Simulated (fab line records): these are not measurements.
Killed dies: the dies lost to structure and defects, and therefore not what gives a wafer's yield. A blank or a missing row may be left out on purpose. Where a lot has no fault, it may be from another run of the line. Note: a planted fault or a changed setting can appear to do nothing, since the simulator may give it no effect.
Struck lot and sound lot, side by side || flow sky130 || 19 out of 708 route steps
Sound: wafers L737.1, L737.4, L737.5. Struck: wafers L722.2, L722.5, L722.6. At the end, the cause is stated.
Order at every step that has rows: each side's tool, ch and its chambers, its first start. Under that, the readings that differ: sound wafers || struck wafers || difference of the means || sigmas: that difference in standard deviations of wafers without a fault.
alike: readings whose means differ by less than 2 such deviations, and words and numbers that are the same on both sides. not compared: withheld readings, readings that some wafer has no value for, bounds like >300 that may hide the same value, and numbers for which the record gives no deviation and whose values overlap.
Wherever a step has rows on one side only, a row that says differs or no value, or a row with sigmas, the two part there. When numbers do not overlap yet have no deviation, they are printed without sigmas and do not part them. A reading that every wafer of one side lacks parts them only if that side has two wafers or more.

first, 1 step without rows for these wafers: SKY_LDD_HVP_IMPLANT_08.
SKY_LDD_HVP_STRIP_09: strips in O2/N2.
  sound on plasma_asher-04 ch 0,1, day 29 13:02; struck on plasma_asher-03 ch 0,1, day 24 07:05
  alike: drypump_motor_current_A, o2_flow_sccm, oes_product_au, strip_time_to_endpoint_s
  not compared: rf_hours_counter_h
SKY_LDD_HVP_TW_MEAS_10:
  struck on film_metro-01, day 24 07:11; sound on film_metro-04, day 29 13:08
{"reading": "LDD_HVP_TW", "sound": "454.5 454.8 453.7", "struck": "457.1 462.5 461.4", "difference": "+6.0", "sigmas": "+2"}
then, 7 steps without rows for these wafers: SKY_LDD_LDN_DEHYDRATE_00 (time 60 s); SKY_LDD_LDN_HMDS_01 (prime time 60 s); SKY_LDD_LDN_COAT_02 (resist thk 1140 nm); SKY_LDD_LDN_SOFTBAKE_03 (time 60 s); SKY_LDD_LDN_EXPOSE_04 (exposes mask LDNTM, target cd 700 nm); SKY_LDD_LDN_PEB_05; SKY_LDD_LDN_DEVELOP_06 (develop time 60 s).
SKY_LDD_LDN_OVL_MEAS_07:
  struck on overlay-02, day 25 12:49; sound on overlay-02, day 30 17:43
  alike: LDD_LDN_OVL
after that, 1 step had no rows for these wafers: SKY_LDD_LDN_IMPLANT_08.
SKY_LDD_LDN_IMPLANT_09:
  sound on implanter-02 ch 0, day 30 17:54; struck on implanter-04 ch 0, day 25 13:01
{"reading": "dose_ions_cm2", "sound": "1.2515e+13 1.2506e+13 1.2501e+13", "struck": "1.249e+12 1.257e+12 1.248e+12", "difference": -1.126e+13, "sigmas": "-99 or more"}
{"reading": "faraday_current_uA", "sound": "70.8 68.5 69.8", "struck": "7.0 7.1 7.1", "difference": -62.6, "sigmas": -45}
then, 2 steps without rows for these wafers: SKY_LDD_LDN_IMPLANT_10; SKY_LDD_LDN_IMPLANT_11.
SKY_LDD_LDN_STRIP_12: strips in O2/N2.
  sound on plasma_asher-01 ch 0,1, day 30 18:21; struck on plasma_asher-02 ch 0,1, day 25 13:27
  alike: drypump_motor_current_A, o2_flow_sccm, oes_product_au, strip_time_to_endpoint_s
  not compared: rf_hours_counter_h
SKY_LDD_LDN_TW_MEAS_13:
  struck on film_metro-03, day 25 13:34; sound on film_metro-04, day 30 18:27
{"reading": "LDD_LDN_TW", "sound": "1490 1484 1481", "struck": "1383 1382 1384", "difference": -102, "sigmas": -8}
then, 1 step without rows for these wafers: SKY_LDD_LDN_CLEAN_14 (cleans in SC1/SC2, time 150 s).
-- a jump in the record: the struck wafers' starts before and after are 23 days apart (it breaks off in module LDD_LDN and resumes in module PAD_OPEN, where the first step shown is number 708 of the route) --
SKY_PAD_OPEN_PROBE_99:
  struck on prober-02, day 48 03:37; sound on prober-01, day 51 12:39
{"reading": "model.etest.tip_sonos.rs_ohm_sq", "sound": "2614 2642 2629", "struck": "3035 3043 2982", "difference": "+392", "sigmas": ""}
  alike: killed_at_M0_to_M3, killed_at_M4_up, killed_at_contacts, killed_at_front_end, killed_at_other, killed_dies, killed_open, killed_short

## WHERE THEY PART
First at SKY_LDD_HVP_TW_MEAS_10; last, within this record, at SKY_LDD_LDN_TW_MEAS_13. Later steps at which nothing parts them and some readings are alike: SKY_PAD_OPEN_PROBE_99.

WHY: the cause the simulator had injected
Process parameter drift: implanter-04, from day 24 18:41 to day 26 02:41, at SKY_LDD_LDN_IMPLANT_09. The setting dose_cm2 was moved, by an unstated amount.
